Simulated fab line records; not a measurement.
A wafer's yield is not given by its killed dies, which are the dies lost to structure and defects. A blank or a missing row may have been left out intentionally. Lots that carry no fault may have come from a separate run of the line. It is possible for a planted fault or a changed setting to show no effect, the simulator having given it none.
A single fault, viewed from 2 desks ; flow gf180mcu ; each desk holds nothing but its own numbers, with what lay behind them at the end

== THE TOOL OWNER'S DESK: cvdW-01 ==
The tool's own readings at GF_V3_CVD_23 (deposits W, target thk 350 nm, time 104.9 s): means of the sampled wafers that have a number, for each lot that ran on this tool. Marked OUT: a lot whose mean sits more than 4 standard deviations from the usual mean, which makes it out of limits; the brackets give that distance.
Columns: A = heaterPowerW at GF_V3_CVD_23, usual 919 W; B = susceptorTempC at GF_V3_CVD_23, usual 399.94 C
lot;first seen here;A;B
L469;day 22 03:11;933;400.07
L472;day 23 04:38;932;399.87
L471;day 23 09:52;872;399.91
L475;day 24 22:49;952;404.18 (+19) OUT
L476;day 25 00:04;950;404.25 (+20) OUT
L487;day 28 09:07;948;399.98
L488;day 28 13:21;958;400.02
L492;day 29 19:50;924;399.92
This desk's verdict: out of limits on L475, L476, starting with L475 at day 24 22:49 (susceptorTempC at GF_V3_CVD_23). Within limits: L469, L472, L471, L487, L488, L492.

== THE METROLOGY DESK ==
What the gauges read, lot by lot, whatever tool the lot ran on: means of the sampled wafers that have a number. Marked OUT: a lot whose mean sits more than 4 standard deviations from the usual mean, which makes it out of limits; the brackets give that distance.
Columns: A = V3_W_RS at GF_V3_RS_MEAS_24, usual 0.331 ohm/sq; B = V3_W_THK at GF_V3_THK_MEAS_25, usual 351 nm; C = M4_ALCU_THK at GF_M4_THK_MEAS_06, usual 446 nm
lot;first seen here;A;B;C
L469;day 22 03:18;0.332;344;458
L472;day 23 04:44;0.333;356;443
L471;day 23 10:05;0.330;349;451
L473;day 23 13:26;0.329;357;450
L475;day 24 22:56;0.310 (-5.0) OUT;387 (+5.9) OUT;448
L476;day 25 00:10;0.311 (-4.8) OUT;377 (+4.2) OUT;442
L482;day 26 19:30;0.332;347;444
L487;day 28 09:14;0.333;346;444
L488;day 28 13:28;0.334;344;450
L491;day 29 17:12;0.331;350;440
L492;day 29 19:57;0.331;349;452
This desk reports L475, L476 out of limits; the earliest was L475 at day 24 22:56 (V3_W_RS at GF_V3_RS_MEAS_24). Within limits: L469, L472, L471, L473, L482, L487, L488, L491, L492.

== TAKEN TOGETHER ==
On L475, L476, at day 24 22:49, an alarm was possible from the tool owner's desk.
An alarm was possible from the metrology desk at day 24 22:56, on L475, L476.
All the named lots went through GF_V3_CVD_23 on cvdW-01.

== WHAT WAS PUT IN BY THE SIMULATOR ==
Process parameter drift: cvdW-01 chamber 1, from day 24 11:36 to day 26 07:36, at GF_V3_CVD_23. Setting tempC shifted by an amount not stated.
Struck lots among those shown: L475, L476.
Counting hours from when the fault started, the first reading out of limits came at 11 for the tool owner's desk and at 11 for the metrology desk.
